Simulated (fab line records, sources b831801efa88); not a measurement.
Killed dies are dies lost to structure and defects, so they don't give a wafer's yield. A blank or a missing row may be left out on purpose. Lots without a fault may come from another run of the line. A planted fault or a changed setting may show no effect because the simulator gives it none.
Problem report in the 8D (eight disciplines) form, filled by code | flow sky130 | the parts of the form that need people (team, actions taken, sign-off) are left out

1. THE PROBLEM
strip_time_to_endpoint_s at SKY_METAL3_STRIP_19 reads a mean of 4.76 s on 3 wafers of 2 lots; wafers without a fault read 6.54 s with a standard deviation of 0.06. That is -30 standard deviations from the usual mean.
The step: strips in O2/N2.
First seen on wafer L677.1, day 41 04:16, on plasma_asher-03. The record holds 33 wafers of 11 lots with a number at this step. Rule for "out", or "out of limits": more than 4 standard deviations from the usual mean. The other wafers with a number count as sound.

2. WHAT IT IS AND WHAT IT IS NOT
question                    | is                                       | is not
which readings at this step | strip_time_to_endpoint_s, oes_product_au | chamber_pressure_mTorr, drypump_motor_current_A
which lots                  | L677, L678                               | L667, L671, L672, L673, L674, L675, L683, L687, L688
which wafers of those lots  | L677.1, L677.2, L678.2                   | L677.6, L678.3, L678.5
read on which tools         | plasma_asher-03                          | plasma_asher-01, plasma_asher-04
when                        | from day 41 04:16                        | up to then (19 sound wafers); but 11 sound wafers of L678, L683, L687, L688 came after

3. SUSPECTS, AND WHAT RULES EACH OUT
Counting: a tool at a process step up to the reading stays a suspect if it ran every lot that is out. Sound lots after the first of them don't rule it out here, since some wafers of a struck lot are sound.
- cmp-01 at SKY_VIA2_CMP_24 (polishes, stops on SiO2, t overpolish 20 s, target thk 0 nm): kept. It ran every lot that is out, first L677 (day 39 01:49); its last sound lot up to then is L673 (day 38 08:09).
- rie_metal-03 at SKY_METAL3_METAL_ETCH_18 (etches the open film in Cl2/BCl3, stops on SiO2, target depth 845 nm, time 183.1 s): kept. It ran every lot that is out, first L677 (day 41 04:05); its last sound lot up to then is L672 (day 40 02:38).
- plasma_asher-03 at SKY_METAL3_STRIP_19 (strips in O2/N2): kept. It ran every lot that is out, first L677 (day 41 04:16); its last sound lot up to then is L675 (day 40 17:36). Its own readings are out on those wafers: oes_product_au, strip_time_to_endpoint_s.
Left after counting: cmp-01 at SKY_VIA2_CMP_24, rie_metal-03 at SKY_METAL3_METAL_ETCH_18, plasma_asher-03 at SKY_METAL3_STRIP_19.

4. THE CAUSE (what the simulator had put in)
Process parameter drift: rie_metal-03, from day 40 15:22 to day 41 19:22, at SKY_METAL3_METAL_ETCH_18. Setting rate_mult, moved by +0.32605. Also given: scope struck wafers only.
Counting left 3 suspects, and this tool is among them.

5. THE CHAIN OF EFFECTS, in route order
Each row: a reading whose mean over the struck wafers that have a number lies more than 3 standard deviations from the usual. Only readings for which the record gives a usual standard deviation are gone through. hours: the time from each lot's start at the first step in this table that gives one to its start at this step, as a median over the lots. sigmas: the change in usual standard deviations.
hours | step                | reading                  | usual      | on struck wafers | change | sigmas
0     | SKY_METAL3_STRIP_19 | oes_product_au           | 0.502 a.u. | 0.426            | -0.076 | -15
0     | SKY_METAL3_STRIP_19 | strip_time_to_endpoint_s | 6.54 s     | 4.76             | -1.78  | -30
The process steps in it:
- SKY_METAL3_STRIP_19: strips in O2/N2.

6. WHAT WOULD HAVE CAUGHT IT SOONER
In this record the first reading out of limits was taken at day 41 04:16, 13 hours after the fault began at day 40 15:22.
Of the tool readings at SKY_METAL3_METAL_ETCH_18 for which the record gives a usual standard deviation, none was out on any struck wafer, so an alarm limit of 4 standard deviations on them would not have fired.
Of the lots that are out (2), L678 began SKY_METAL3_METAL_ETCH_18 on rie_metal-03 after day 41 04:16. A hold on the tool at that time would have spared it.
